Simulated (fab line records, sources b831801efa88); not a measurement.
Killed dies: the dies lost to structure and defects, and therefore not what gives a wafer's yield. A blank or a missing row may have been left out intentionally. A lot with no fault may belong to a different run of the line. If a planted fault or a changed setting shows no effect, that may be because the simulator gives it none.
Chamber matching + flow sfq_line + rie_diel-02 running SFQ_TRILAYER_L0_VIA_ETCH_VIA_ETCH_016: 4 sister chambers
The step etches SiO2 in CHF3, stops on MoNx KI, target depth 80 nm. 20 wafers are shown with their chamber, then 9 later ones without.

## WAFERS PAIRED WITH THEIR CHAMBERS
| wafer  | chamber | drypump_motor_current_A (A) | oes_product_au (a.u.) |
|--------|---------|-----------------------------|-----------------------|
| L668.1 | 2       | 5.3                         | 0.835                 |
| L668.4 | 1       | 5.7                         | 0.842                 |
| L668.6 | 2       | 5.3                         | 0.861                 |
| L669.1 | 3       | 6.1                         | 0.838                 |
| L669.2 | 1       | 5.7                         | 0.845                 |
| L669.4 | 2       | 5.2                         | 0.838                 |
| L670.1 | 1       | 5.7                         | 0.853                 |
| L670.3 | 2       | 5.2                         | 0.855                 |
| L670.4 | 3       | 6.1                         | 0.843                 |
| L671.3 | 0       | 4.8                         | 0.847                 |
| L671.4 | 1       | 5.7                         | 0.862                 |
| L671.5 | 0       | 4.8                         | 0.861                 |
| L673.2 | 3       | 6.2                         | 0.846                 |
| L673.3 | 1       | 5.7                         | 0.845                 |
| L673.5 | 0       | 4.8                         | 0.851                 |
| L674.3 | 0       | 4.8                         | 0.828                 |
| L674.4 | 1       | 5.7                         | 0.849                 |
| L674.6 | 0       | 4.8                         | 0.834                 |
| L677.1 | 1       | 5.7                         | 0.836                 |
| L677.3 | 0       | 4.8                         | 0.840                 |

SIGNATURES (averages over the wafers above)
| reading                 | chamber 0 | chamber 1 | chamber 2 | chamber 3 | scatter within a chamber |
|-------------------------|-----------|-----------|-----------|-----------|--------------------------|
| drypump_motor_current_A | 4.800     | 5.700     | 5.250     | 6.133     | 0.0323                   |
| oes_product_au          | 0.84350   | 0.84743   | 0.84725   | 0.84233   | 0.0102                   |
Rule: a wafer's distance from a chamber is the root of the sum, over the readings, of the square of ((its reading less the chamber's mean) divided by the reading's scatter). The wafer belongs to the nearest chamber; if the next one is less than 2 further off, it can't be placed. The scatter is the square root of a quotient: the sum, over the shown wafers, of each reading's squared deviation from its chamber's mean, divided by wafers minus chambers.

## WAFERS WITH NO CHAMBER GIVEN
| wafer  | drypump_motor_current_A (A) | oes_product_au (a.u.) |
|--------|-----------------------------|-----------------------|
| L677.6 | 6.2                         | 0.853                 |
| L681.2 | 4.8                         | 0.838                 |
| L681.3 | 5.3                         | 0.844                 |
| L681.4 | 5.7                         | 0.845                 |
| L684.3 | 6.2                         | 0.834                 |
| L684.5 | 4.8                         | 0.847                 |
| L687.2 | 4.8                         | 0.850                 |
| L687.3 | 5.2                         | 0.847                 |
| L687.5 | 6.2                         | 0.854                 |

## CHAMBER TAKEN BY EACH
| wafer  | from the rows above | in truth |
|--------|---------------------|----------|
| L677.6 | 3                   | 3        |
| L681.2 | 0                   | 0        |
| L681.3 | 2                   | 2        |
| L681.4 | 1                   | 1        |
| L684.3 | 3                   | 3        |
| L684.5 | 0                   | 0        |
| L687.2 | 0                   | 0        |
| L687.3 | 2                   | 2        |
| L687.5 | 3                   | 3        |
Placed correctly: 9 of 9. Number that these rows cannot place: 0. Placed wrongly: 0.
